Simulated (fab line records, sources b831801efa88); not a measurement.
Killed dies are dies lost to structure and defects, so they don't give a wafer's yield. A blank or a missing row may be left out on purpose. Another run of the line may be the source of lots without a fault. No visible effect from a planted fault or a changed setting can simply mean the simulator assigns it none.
Which tool did it? | flow sky130 | Sampling: 13 lots, 39 wafers, 6 of 708 route steps

== WHAT EACH GAUGE READ, for each wafer ==
SKY_VT_ADJUST_HVTP_CD_MEAS_07: the cd target is 380 nm.
lot  | measured     | on       | cdNm (nm)
L677 | day 6 07:45  | cdSem-02 | 380.2 382.3 383.8
L678 | day 6 16:49  | cdSem-01 | 380.9 382.7 379.5
L679 | day 6 20:35  | cdSem-01 | 378.7 378.2 380.2
L680 | day 7 00:37  | cdSem-01 | 377.7 379.8 380.2
L681 | day 7 05:00  | cdSem-02 | 382.7 380.4 382.0
L682 | day 7 15:03  | cdSem-01 | 376.9 377.5 377.3
L683 | day 8 08:11  | cdSem-01 | 376.3 378.2 377.9
L687 | day 9 09:43  | cdSem-02 | 380.4 380.8 381.8
L692 | day 10 16:36 | cdSem-01 | 380.0 378.7 381.3
L694 | day 11 01:49 | cdSem-02 | 379.6 382.8 385.8
L696 | day 11 15:03 | cdSem-01 | 380.9 377.2 377.5
L697 | day 11 15:48 | cdSem-02 | 384.6 380.8 384.0
L699 | day 12 01:10 | cdSem-02 | 378.5 377.1 376.1

SKY_VT_ADJUST_LVTN_OVL_MEAS_07.
lot  | measured     | on         | VT_ADJUST_LVTN_OVL (nm)
L677 | day 7 01:46  | overlay-01 | 0.9 2.1 2.0
L678 | day 7 11:35  | overlay-02 | 1.1 -0.7 0.9
L679 | day 7 16:58  | overlay-01 | -0.8 -0.3 0.7
L680 | day 7 20:07  | overlay-02 | 0.6 0.4 1.7
L681 | day 8 01:01  | overlay-01 | 0.8 -0.3 0.1
L682 | day 8 11:22  | overlay-02 | 0.0 0.5 -0.3
L683 | day 9 05:15  | overlay-02 | 0.1 1.3 2.1
L687 | day 10 07:29 | overlay-02 | -1.3 0.4 -1.9
L692 | day 11 16:28 | overlay-02 | -0.1 0.6 -0.7
L694 | day 12 00:53 | overlay-02 | 0.4 0.5 -0.1
L696 | day 12 15:33 | overlay-02 | -1.9 -0.6 -1.2
L697 | day 12 15:37 | overlay-01 | 0.3 3.4 0.0
L699 | day 13 01:43 | overlay-02 | 0.2 1.1 0.6

SKY_VT_ADJUST_LVTN_OVL_MEAS_18.
lot  | measured     | on         | VT_ADJUST_LVTN_01_OVL (nm)
L677 | day 7 21:21  | overlay-01 | -0.4 -2.6 -2.1
L678 | day 8 07:49  | overlay-02 | -1.1 -0.1 -2.4
L679 | day 8 13:13  | overlay-01 | -1.5 -0.2 -1.4
L680 | day 8 16:17  | overlay-01 | 0.4 0.2 -0.3
L681 | day 8 20:58  | overlay-02 | -2.1 -2.1 -1.6
L682 | day 9 07:58  | overlay-02 | -0.4 1.0 0.4
L683 | day 10 02:48 | overlay-02 | - - -
L687 | day 11 06:14 | overlay-02 | -0.7 -1.4 -0.3
L692 | day 12 17:13 | overlay-02 | -0.6 -2.1 -0.2
L694 | day 13 01:15 | overlay-01 | -3.7 -5.1 -5.7
L696 | day 13 16:14 | overlay-02 | -3.9 -2.1 -2.3
L697 | day 13 16:31 | overlay-01 | -1.0 0.6 -0.1
L699 | day 14 02:37 | overlay-02 | 0.0 0.1 -0.3

SKY_VT_ADJUST_LVTN_TW_MEAS_21.
lot  | measured     | on           | VT_ADJUST_LVTN_2_TW
L677 | day 7 21:38  | filmMetro-02 | 186.6 186.9 186.0
L678 | day 8 08:07  | filmMetro-02 | 186.4 185.7 186.7
L679 | day 8 13:30  | filmMetro-04 | 188.7 188.7 187.4
L680 | day 8 16:34  | filmMetro-02 | 185.9 187.0 185.9
L681 | day 8 21:15  | filmMetro-03 | 191.7 189.9 189.6
L682 | day 9 08:15  | filmMetro-02 | 187.2 187.0 187.1
L683 | day 10 03:05 | filmMetro-02 | 29.8 29.9 29.8
L687 | day 11 06:32 | filmMetro-04 | 188.4 187.6 186.6
L692 | day 12 17:30 | filmMetro-02 | 186.4 185.9 186.8
L694 | day 13 01:33 | filmMetro-02 | 186.0 185.9 184.7
L696 | day 13 16:31 | filmMetro-02 | 185.6 185.5 185.6
L697 | day 13 16:48 | filmMetro-04 | 188.0 187.7 187.3
L699 | day 14 02:54 | filmMetro-03 | 188.0 187.9 187.3

SKY_VT_ADJUST_NCORE_OVL_MEAS_08.
lot  | measured     | on         | VT_ADJUST_NCORE_OVL (nm)
L677 | day 8 17:59  | overlay-02 | 0.8 2.2 1.7
L678 | day 9 05:01  | overlay-02 | -0.3 -0.9 0.5
L679 | day 9 10:28  | overlay-01 | 0.4 2.2 -0.9
L680 | day 9 13:37  | overlay-01 | -0.5 -1.0 0.5
L681 | day 9 18:14  | overlay-02 | 1.9 -0.5 -0.9
L682 | day 10 06:06 | overlay-01 | -0.3 1.5 -0.9
L683 | day 11 01:06 | overlay-01 | 0.1 2.3 0.6
L687 | day 12 05:56 | overlay-02 | 1.3 -0.4 1.5
L692 | day 13 17:55 | overlay-01 | 2.1 -0.5 1.2
L694 | day 14 02:16 | overlay-02 | 0.1 -1.2 -0.2
L696 | day 14 18:34 | overlay-02 | 0.2 -0.3 0.1
L697 | day 14 19:07 | overlay-02 | 0.4 1.5 1.8
L699 | day 15 05:19 | overlay-02 | 0.6 -1.8 -1.7

== WHICH TOOL RAN EACH LOT (tool, then ch and the chambers of the sampled wafers, then the start) ==
lot  | SKY_VT_ADJUST_LVTN_EXPOSE_15
L677 | ilineStepper-02 ch 0, day 7 12:00
L678 | ilineStepper-01 ch 0, day 7 21:38
L679 | ilineStepper-01 ch 0, day 8 03:12
L680 | ilineStepper-02 ch 0, day 8 06:41
L681 | ilineStepper-01 ch 0, day 8 11:13
L682 | ilineStepper-02 ch 0, day 8 21:32
L683 | ilineStepper-02 ch 0, day 9 16:14
L687 | ilineStepper-02 ch 0, day 10 19:07
L692 | ilineStepper-01 ch 0, day 12 05:04
L694 | ilineStepper-01 ch 0, day 12 13:02
L696 | ilineStepper-01 ch 0, day 13 04:19
L697 | ilineStepper-02 ch 0, day 13 04:31
L699 | ilineStepper-02 ch 0, day 13 14:33
- SKY_VT_ADJUST_LVTN_EXPOSE_15: exposes mask HVN STD DERIVED, target cd 600 nm.

== AS READ BY THE TOOLS THEMSELVES (means over the sampled wafers that have a number; for cases with no such wafer, the mark the record gives instead) ==
The record holds no such reading with a usual standard deviation.

== THE ANSWER, worked out from the rows above alone ==
Rule: what is usual is taken from the lots themselves. The widest of any qualifying gaps counts: lots, ordered by their means at a reading, are off when they make up no more than a third of the lots, leave a main group of 4 or more, and stand apart from it by 3 or more times the standard deviation of that group's means. A main group whose means are all the same, to the digits that the tables above print for the reading, isn't used. Also off: a lot with no number at a reading for which 4 or more lots have one. All remaining lots with rows at the step are treated as sound. Order of review: gauges by route order, followed by the tools' own readings, for which a lot's mean as printed above is used. At the first step where some lot is off, the reading lying furthest off is the one used; lots without a number count as furthest.
Off: L683, at SKY_VT_ADJUST_LVTN_OVL_MEAS_18 (VT_ADJUST_LVTN_01_OVL). Without a number there: L683. Mean -1.3 nm and standard deviation 1.4 in the main group.
A tool fits if, at a process step before that reading, it ran every lot that is off, and no sound lot after the first of them. The gauges at SKY_VT_ADJUST_LVTN_OVL_MEAS_18 aren't tried: what is off there is off at SKY_VT_ADJUST_LVTN_TW_MEAS_21 too, on other tools, and a gauge's error can't cause that. Of those tried, none fits.

== WHAT HAD BEEN PUT IN BY THE SIMULATOR ==
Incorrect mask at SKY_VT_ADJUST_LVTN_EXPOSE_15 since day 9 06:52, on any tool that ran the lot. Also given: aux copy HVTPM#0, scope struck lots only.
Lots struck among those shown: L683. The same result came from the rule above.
